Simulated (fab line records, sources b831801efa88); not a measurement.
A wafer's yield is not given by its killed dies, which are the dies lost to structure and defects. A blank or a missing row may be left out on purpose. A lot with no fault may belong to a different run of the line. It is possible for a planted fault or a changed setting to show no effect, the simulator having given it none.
Matching of chambers :: flow sky130 :: SKY_VIA2_CMP_02 on cmp-01 has 4 sister chambers
The step polishes SiO2. 24 wafers are shown with their chamber, then 12 later ones without.

WAFERS, EACH WITH ITS CHAMBER
wafer: L077.1
chamber: 2
motorCurrentA (A): 10.6

wafer: L077.2
chamber: 3
motorCurrentA (A): 10.8

wafer: L077.6
chamber: 2
motorCurrentA (A): 10.0

wafer: L078.2
chamber: 0
motorCurrentA (A): 10.7

wafer: L078.3
chamber: 2
motorCurrentA (A): 10.9

wafer: L078.4
chamber: 1
motorCurrentA (A): 11.9

wafer: L079.1
chamber: 2
motorCurrentA (A): 10.2

wafer: L079.3
chamber: 0
motorCurrentA (A): 10.7

wafer: L079.6
chamber: 1
motorCurrentA (A): 12.1

wafer: L082.1
chamber: 0
motorCurrentA (A): 10.7

wafer: L082.5
chamber: 2
motorCurrentA (A): 10.3

wafer: L082.6
chamber: 3
motorCurrentA (A): 11.3

wafer: L083.2
chamber: 0
motorCurrentA (A): 10.4

wafer: L083.3
chamber: 2
motorCurrentA (A): 10.2

wafer: L083.5
chamber: 1
motorCurrentA (A): 12.1

wafer: L087.2
chamber: 1
motorCurrentA (A): 12.3

wafer: L087.3
chamber: 0
motorCurrentA (A): 11.2

wafer: L087.4
chamber: 3
motorCurrentA (A): 10.9

wafer: L089.3
chamber: 0
motorCurrentA (A): 10.6

wafer: L089.4
chamber: 2
motorCurrentA (A): 10.1

wafer: L089.6
chamber: 0
motorCurrentA (A): 10.7

wafer: L090.1
chamber: 2
motorCurrentA (A): 10.4

wafer: L090.3
chamber: 1
motorCurrentA (A): 11.9

wafer: L090.6
chamber: 2
motorCurrentA (A): 10.7

SIGNATURES, as means of the wafers listed above
reading: motorCurrentA
chamber 0: 10.714
chamber 1: 12.060
chamber 2: 10.378
chamber 3: 11.000
scatter within a chamber: 0.257
Rule: for a wafer and a chamber, the distance is found by dividing, reading by reading, the gap between the wafer's reading and the chamber's mean by the reading's scatter, squaring, summing and taking the root. If the next closest chamber is less than 2 further off than the closest, the wafer can't be placed; otherwise it belongs to the closest. How the scatter is found: for the shown wafers, subtract from each reading the mean of its chamber, square and add these, divide the total by (wafers less chambers), then take the root.

WAFERS MISSING THEIR CHAMBER
wafer: L093.2
motorCurrentA (A): 12.3

wafer: L093.3
motorCurrentA (A): 10.4

wafer: L093.6
motorCurrentA (A): 11.8

wafer: L095.2
motorCurrentA (A): 10.8

wafer: L095.4
motorCurrentA (A): 10.8

wafer: L095.5
motorCurrentA (A): 10.5

wafer: L096.3
motorCurrentA (A): 12.0

wafer: L096.4
motorCurrentA (A): 11.4

wafer: L096.5
motorCurrentA (A): 11.9

wafer: L097.1
motorCurrentA (A): 11.5

wafer: L097.3
motorCurrentA (A): 9.7

wafer: L097.5
motorCurrentA (A): 10.3

WHICH CHAMBER EACH WENT THROUGH
wafer: L093.2
from the rows above: 1
in truth: 1

wafer: L093.3
from the rows above: can't be placed: 2 or 0
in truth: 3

wafer: L093.6
from the rows above: 1
in truth: 1

wafer: L095.2
from the rows above: can't be placed: 0 or 3 or 2
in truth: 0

wafer: L095.4
from the rows above: can't be placed: 0 or 3 or 2
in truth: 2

wafer: L095.5
from the rows above: can't be placed: 2 or 0 or 3
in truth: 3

wafer: L096.3
from the rows above: 1
in truth: 1

wafer: L096.4
from the rows above: can't be placed: 3 or 1 or 0
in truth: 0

wafer: L096.5
from the rows above: 1
in truth: 1

wafer: L097.1
from the rows above: can't be placed: 3 or 1 or 0
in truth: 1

wafer: L097.3
from the rows above: can't be placed: 2 or 0
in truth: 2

wafer: L097.5
from the rows above: can't be placed: 2 or 0
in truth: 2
Placed correctly: 4 of 12. Can't be placed from these rows: 8 (the true chamber is among the candidates in 7). Placed wrongly: 0.
